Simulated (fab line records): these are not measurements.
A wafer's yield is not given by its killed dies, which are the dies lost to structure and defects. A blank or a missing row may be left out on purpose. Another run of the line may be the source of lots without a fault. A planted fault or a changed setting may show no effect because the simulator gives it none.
fab line records	flow sky130
record lots=12	wafers=36	last_day=50
route steps=708 shown VT_ADJUST_PCH@150 SONOS_ONO@173 GATE_OXIDE@201 LDD_LDN@293 PAD_OPEN@708
lots with no fault: from the same line, run without faults
start_h: start of the lot's first displayed wafer, in hours after the record's first day	wait_h: hours since the lot's step before	" repeats the value in the row above	L1.1+2: one row covering several wafers at once	- no value, or no start was given	* or withheld: withheld	< > ~ a bound
route shown NAME@n: a module of which the file shows steps, and the number in the route of the first	usual: the fault-free wafers' mean and standard deviation	same: alike in all rows	chamber/n: place in a boat	sites: readings site by site	_std_site: standard deviation across them	_edge_site: the outer-site mean with the inner-site mean subtracted	radius_mm: for every site, how far away it sits from the centre of the wafer	mask NAME#n: copy n	behind: the tool/chamber that last shaped the wafer	hold: why the lot was held/for how many hours/how that ended	device: names the non-switching transistor (n, p or np)	end of line: tests run on the same wafers once the route is complete	where a step has no rows: the recipe by itself	killed: count of dies lost to structure and defects at first sort (not the wafer's yield)	map: a wafer's dies, marking killed ones x, the rest . and places with no die _
set.NAME: the setting as run; set.NAME@STEP: as run at that earlier step	model.NAME: the simulator's own value behind a step, which no gauge read
one table for each step of the route and one row for each wafer, over a sample of lots
services: from which hour (start_h, from the record's first day; less than 0 if before it) a tool's chamber was out of use, for how many hours, and why
## steps
# step SKY_VT_ADJUST_PCH_OVL_MEAS_07
# usual VT_ADJUST_PCH_OVL=-0.4/1.3
lot.wafer	tool	chamber	start_h	wait_h	VT_ADJUST_PCH_OVL[nm]
L623.1	overlay-02	-	221.37	-	-1.8
L623.3	"	-	"	"	0.2
L623.4	"	-	"	"	-0.9
L624.1	overlay-02	-	232.75	-	-0.4
L624.2	"	-	"	"	-1.2
L624.5	"	-	"	"	1.2
L626.1	overlay-02	-	247.42	-	0.2
L626.3	"	-	"	"	0.8
L626.5	"	-	"	"	0.3
L627.4	overlay-02	-	254.71	-	-2.0
L627.5	"	-	"	"	-0.9
L627.6	"	-	"	"	0.2
L628.1	overlay-01	-	266.25	-	-2.9
L628.4	"	-	"	"	-0.1
L628.5	"	-	"	"	-0.8
L629.3	overlay-01	-	267.26	-	-1.0
L629.4	"	-	"	"	-4.3
L629.5	"	-	"	"	-0.9
L630.1	overlay-01	-	276.52	-	1.0
L630.2	"	-	"	"	-1.4
L630.5	"	-	"	"	0.3
L639.1	overlay-01	-	348.92	-	0.2
L639.3	"	-	"	"	-1.1
L639.6	"	-	"	"	-1.2
L640.1	overlay-02	-	364.30	-	-1.5
L640.2	"	-	"	"	0.8
L640.4	"	-	"	"	-1.3
L641.2	overlay-02	-	364.60	-	1.6
L641.3	"	-	"	"	0.3
L641.4	"	-	"	"	-1.9
L643.4	overlay-02	-	375.66	-	-0.3
L643.5	"	-	"	"	-1.8
L643.6	"	-	"	"	-1.8
L644.1	overlay-02	-	384.00	-	-1.5
L644.5	"	-	"	"	-0.8
L644.6	"	-	"	"	-0.9
# step SKY_SONOS_ONO_THK_MEAS_05
# recipe reads=SiO2_of_SONOS_ONO_CVD_04
# usual SONOS_ONO_CVD_04_THK=5.75/0.095
lot.wafer	tool	chamber	start_h	wait_h	SONOS_ONO_CVD_04_THK[nm]
L623.1	film_metro-04	-	250.45	0.0	5.65
L623.3	"	-	"	"	5.63
L623.4	"	-	"	"	5.60
L624.1	film_metro-03	-	262.06	0.0	5.73
L624.2	"	-	"	"	5.74
L624.5	"	-	"	"	5.63
L626.1	film_metro-01	-	279.80	0.0	5.61
L626.3	"	-	"	"	5.58
L626.5	"	-	"	"	5.75
L627.4	film_metro-03	-	292.97	0.0	5.78
L627.5	"	-	"	"	5.70
L627.6	"	-	"	"	5.67
L628.1	film_metro-04	-	304.31	0.0	5.76
L628.4	"	-	"	"	5.82
L628.5	"	-	"	"	5.74
L629.3	film_metro-01	-	304.33	0.0	5.81
L629.4	"	-	"	"	5.86
L629.5	"	-	"	"	5.81
L630.1	film_metro-03	-	309.71	0.0	5.73
L630.2	"	-	"	"	5.72
L630.5	"	-	"	"	5.76
L639.1	film_metro-04	-	383.62	0.0	5.70
L639.3	"	-	"	"	5.69
L639.6	"	-	"	"	5.67
L640.1	film_metro-04	-	400.58	0.0	5.85
L640.2	"	-	"	"	5.78
L640.4	"	-	"	"	5.80
L641.2	film_metro-04	-	403.43	0.0	5.85
L641.3	"	-	"	"	5.83
L641.4	"	-	"	"	5.72
L643.4	film_metro-01	-	411.92	0.0	5.81
L643.5	"	-	"	"	5.82
L643.6	"	-	"	"	5.75
L644.1	film_metro-01	-	420.29	0.0	5.95
L644.5	"	-	"	"	5.77
L644.6	"	-	"	"	5.85
# step SKY_GATE_OXIDE_TW_MEAS_14
# usual GATE_OXIDE_TW=223.7/1.9
lot.wafer	tool	chamber	start_h	wait_h	GATE_OXIDE_TW
L623.1	film_metro-04	-	307.62	0.1	225.6
L623.3	"	-	"	"	225.1
L623.4	"	-	"	"	225.2
L624.1	film_metro-04	-	318.51	0.1	226.3
L624.2	"	-	"	"	225.2
L624.5	"	-	"	"	225.3
L626.1	film_metro-01	-	335.18	0.1	223.3
L626.3	"	-	"	"	221.9
L626.5	"	-	"	"	222.1
L627.4	film_metro-01	-	348.40	0.1	222.0
L627.5	"	-	"	"	220.6
L627.6	"	-	"	"	221.3
L629.3	film_metro-02	-	359.20	0.1	223.7
L629.4	"	-	"	"	224.1
L629.5	"	-	"	"	222.2
L628.1	film_metro-01	-	359.28	0.1	220.5
L628.4	"	-	"	"	222.2
L628.5	"	-	"	"	220.9
L630.1	film_metro-01	-	363.83	0.1	222.1
L630.2	"	-	"	"	221.7
L630.5	"	-	"	"	220.8
L639.1	film_metro-02	-	444.66	0.1	224.6
L639.3	"	-	"	"	224.5
L639.6	"	-	"	"	225.1
L640.1	film_metro-01	-	462.52	0.1	222.8
L640.2	"	-	"	"	221.8
L640.4	"	-	"	"	222.4
L641.2	film_metro-01	-	466.99	0.1	221.6
L641.3	"	-	"	"	221.3
L641.4	"	-	"	"	221.6
L643.4	film_metro-02	-	474.91	0.1	224.1
L643.5	"	-	"	"	223.6
L643.6	"	-	"	"	223.5
L644.1	film_metro-02	-	485.52	0.1	223.9
L644.5	"	-	"	"	223.5
L644.6	"	-	"	"	225.3
# step SKY_LDD_LDN_EXPOSE_04
# recipe mask_id=LDNTM	na=0.6	source_shape=conventional	sigma_outer=0.6	polarization=unpolarized	target_cd_nm=700	dose_mj=140
# usual focus_offset_nm=-0.1/0.49
lot.wafer	tool	chamber	start_h	wait_h	mask	focus_offset_nm
L623.1	iline_stepper-01	0	516.82	-	LDNTM#0	-0.2
L623.3	"	0	"	"	LDNTM#0	0.0
L623.4	"	0	"	"	LDNTM#0	-0.3
L624.1	iline_stepper-01	0	521.00	-	LDNTM#0	0.0
L624.2	"	0	"	"	LDNTM#0	-0.2
L624.5	"	0	"	"	LDNTM#0	-0.5
L626.1	iline_stepper-02	0	543.23	-	LDNTM#0	-0.7
L626.3	"	0	"	"	LDNTM#0	-0.4
L626.5	"	0	"	"	LDNTM#0	-0.7
L627.4	iline_stepper-01	0	551.55	-	LDNTM#0	0.0
L627.5	"	0	"	"	LDNTM#0	0.0
L627.6	"	0	"	"	LDNTM#0	0.1
L628.1	iline_stepper-01	0	563.30	-	HVPTM#0	-0.4
L628.4	"	0	"	"	HVPTM#0	-1.0
L628.5	"	0	"	"	HVPTM#0	-0.4
L629.3	iline_stepper-02	0	567.39	-	LDNTM#0	-0.5
L629.4	"	0	"	"	LDNTM#0	-1.2
L629.5	"	0	"	"	LDNTM#0	-0.3
L630.1	iline_stepper-01	0	567.72	-	LDNTM#0	-0.4
L630.2	"	0	"	"	LDNTM#0	-0.1
L630.5	"	0	"	"	LDNTM#0	-0.4
L639.1	iline_stepper-01	0	650.42	-	LDNTM#0	0.4
L639.3	"	0	"	"	LDNTM#0	-0.3
L639.6	"	0	"	"	LDNTM#0	-0.1
L640.1	iline_stepper-01	0	668.30	-	LDNTM#0	-0.2
L640.2	"	0	"	"	LDNTM#0	-0.4
L640.4	"	0	"	"	LDNTM#0	-0.5
L641.2	iline_stepper-01	0	668.77	-	LDNTM#0	0.2
L641.3	"	0	"	"	LDNTM#0	0.2
L641.4	"	0	"	"	LDNTM#0	-0.1
L643.4	iline_stepper-02	0	674.63	-	LDNTM#0	0.9
L643.5	"	0	"	"	LDNTM#0	0.4
L643.6	"	0	"	"	LDNTM#0	0.2
L644.1	iline_stepper-02	0	686.60	-	LDNTM#0	0.0
L644.5	"	0	"	"	LDNTM#0	-0.3
L644.6	"	0	"	"	LDNTM#0	-0.1
# step SKY_LDD_LDN_OVL_MEAS_07
# usual LDD_LDN_OVL=-1.0/1.3
lot.wafer	tool	chamber	start_h	wait_h	LDD_LDN_OVL[nm]
L623.1	overlay-02	-	532.53	0.1	-0.4
L623.3	"	-	"	"	-0.1
L623.4	"	-	"	"	-2.1
L624.1	overlay-02	-	536.45	0.1	1.1
L624.2	"	-	"	"	1.0
L624.5	"	-	"	"	-0.2
L626.1	overlay-02	-	558.25	0.1	0.1
L626.3	"	-	"	"	0.6
L626.5	"	-	"	"	1.5
L627.4	overlay-02	-	566.67	0.1	2.0
L627.5	"	-	"	"	-1.4
L627.6	"	-	"	"	0.6
L628.1	overlay-01	-	576.95	0.1	-
L628.4	"	-	"	"	-
L628.5	"	-	"	"	-
L629.3	overlay-01	-	580.91	0.1	-1.7
L629.4	"	-	"	"	-4.4
L629.5	"	-	"	"	-2.2
L630.1	overlay-02	-	581.80	0.1	0.4
L630.2	"	-	"	"	-1.7
L630.5	"	-	"	"	-0.9
L639.1	overlay-02	-	663.80	0.1	-3.1
L639.3	"	-	"	"	-2.2
L639.6	"	-	"	"	-2.8
L640.1	overlay-01	-	682.35	0.1	-1.7
L640.2	"	-	"	"	1.1
L640.4	"	-	"	"	-1.1
L641.2	overlay-01	-	683.03	0.1	-1.2
L641.3	"	-	"	"	-1.1
L641.4	"	-	"	"	-2.0
L643.4	overlay-01	-	688.95	0.1	-0.8
L643.5	"	-	"	"	-0.9
L643.6	"	-	"	"	-3.4
L644.1	overlay-01	-	700.35	0.1	-2.0
L644.5	"	-	"	"	-0.4
L644.6	"	-	"	"	-3.3
# step SKY_LDD_LDN_TW_MEAS_13
# usual LDD_LDN_TW=1483/12
lot.wafer	tool	chamber	start_h	wait_h	LDD_LDN_TW
L623.1	film_metro-03	-	533.26	0.1	1489
L623.3	"	-	"	"	1490
L623.4	"	-	"	"	1490
L624.1	film_metro-03	-	537.18	0.1	1481
L624.2	"	-	"	"	1489
L624.5	"	-	"	"	1477
L626.1	film_metro-03	-	558.98	0.1	1477
L626.3	"	-	"	"	1479
L626.5	"	-	"	"	1486
L627.4	film_metro-04	-	567.41	0.1	1492
L627.5	"	-	"	"	1484
L627.6	"	-	"	"	1489
L628.1	film_metro-04	-	577.68	0.1	30
L628.4	"	-	"	"	30
L628.5	"	-	"	"	30
L629.3	film_metro-04	-	581.65	0.1	1492
L629.4	"	-	"	"	1496
L629.5	"	-	"	"	1485
L630.1	film_metro-03	-	582.53	0.1	1475
L630.2	"	-	"	"	1484
L630.5	"	-	"	"	1476
L639.1	film_metro-04	-	664.53	0.1	1501
L639.3	"	-	"	"	1497
L639.6	"	-	"	"	1492
L640.1	film_metro-01	-	683.08	0.1	1467
L640.2	"	-	"	"	1472
L640.4	"	-	"	"	1463
L641.2	film_metro-01	-	683.77	0.1	1467
L641.3	"	-	"	"	1467
L641.4	"	-	"	"	1464
L643.4	film_metro-03	-	689.69	0.1	1488
L643.5	"	-	"	"	1482
L643.6	"	-	"	"	1486
L644.1	film_metro-04	-	701.08	0.1	1491
L644.5	"	-	"	"	1495
L644.6	"	-	"	"	1498
# step SKY_PAD_OPEN_PROBE_99
# usual killed_at_M0_to_M3=45/7	killed_at_M4_up=3.4/1.8	killed_at_contacts=24/5.4	killed_at_front_end=16/4.8	killed_at_other=0.4/0.62	killed_dies=89/10	killed_on_rim=17/3.5	killed_open=48/7.2	killed_short=40/6.3
# same gross_dies=492	killed_at_back_side=0
lot.wafer	tool	chamber	start_h	wait_h	killed_at_M0_to_M3	killed_at_M4_up	killed_at_contacts	killed_at_front_end	killed_at_other	killed_dies	killed_on_rim	killed_open	killed_short
L628.1	prober-01	-	1112.56	0.1	36	6	29	421	0	492	96	46	42
L628.4	prober-01	-	1112.71	0.2	54	3	25	410	0	492	96	58	35
L628.5	prober-01	-	1112.76	0.2	44	2	29	417	0	492	96	52	43
# killed by level:class
L628.1 LDD_LDN:area_expose=404 CONTACT:geometric_particle:open=11 LI_CONTACT:geometric_particle:open=9 FIELD_ISO:geometric_particle:short=8 METAL1:geometric_particle:short=7 VIA1:geometric_particle:short=6 POLY_GATE:geometric_particle:open=5 CONTACT:geometric_particle:short=4
L628.4 LDD_LDN:area_expose=398 VIA1:geometric_particle:open=18 CONTACT:geometric_particle:open=12 VIA1:geometric_particle:short=7 METAL2:geometric_particle:short=6 VIA3:geometric_particle:open=5 LI_CONTACT:geometric_particle:open=4 LOCAL_INTERCONNECT:geometric_particle:short=4
L628.5 LDD_LDN:area_expose=397 CONTACT:geometric_particle:open=11 CONTACT:geometric_particle:short=9 METAL2:geometric_particle:short=8 VIA3:geometric_particle:open=7 VIA1:geometric_particle:open=7 VIA1:geometric_particle:short=6 FIELD_ISO:geometric_particle:open=5
## services
tool	chamber	start_h	hours	kind
iline_stepper-02	0	519.95	-	calibration
iline_stepper-02	-	528.51	1.3	repair
iline_stepper-01	-	534.74	8.9	pm
iline_stepper-01	0	538.56	-	calibration
iline_stepper-02	-	590.30	1.7	pm
iline_stepper-01	-	633.85	5.7	repair
iline_stepper-02	-	664.63	0.5	repair
## key
first_sign step=SKY_LDD_LDN_EXPOSE_04	reading=mask	direction=changed
effect step=SKY_LDD_LDN_OVL_MEAS_07	reading=LDD_LDN_OVL	direction=missing
effect step=SKY_LDD_LDN_TW_MEAS_13	reading=LDD_LDN_TW	direction=down	sigmas=99+	usual=1483	struck=30
effect step=SKY_PAD_OPEN_PROBE_99	reading=killed_at_front_end	direction=up	sigmas=83	usual=16	struck=416
more_kills_born_at SKY_LDD_LDN_EXPOSE_04@iline_stepper-01=1199
met_at SKY_LDD_LDN_EXPOSE_04
struck_lots L628
tester_left_out L628
not_acting_at SKY_VT_ADJUST_PCH_OVL_MEAS_07,SKY_SONOS_ONO_THK_MEAS_05,SKY_GATE_OXIDE_TW_MEAS_14
onset_between 551.55 563.30
fault kind=wrong_mask	tool=any	chamber=-	onset_h=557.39	steps=SKY_LDD_LDN_EXPOSE_04	aux_copy=HVPTM#0	scope=struck_lots_only
# tester_left_out: of these lots the tester's yield and bins aren't shown, on N5 and GAA mostly nor the transistor test; their killed dies are dies lost to structure and defects alone, not to doping, threshold or leakage, so they don't give the yield
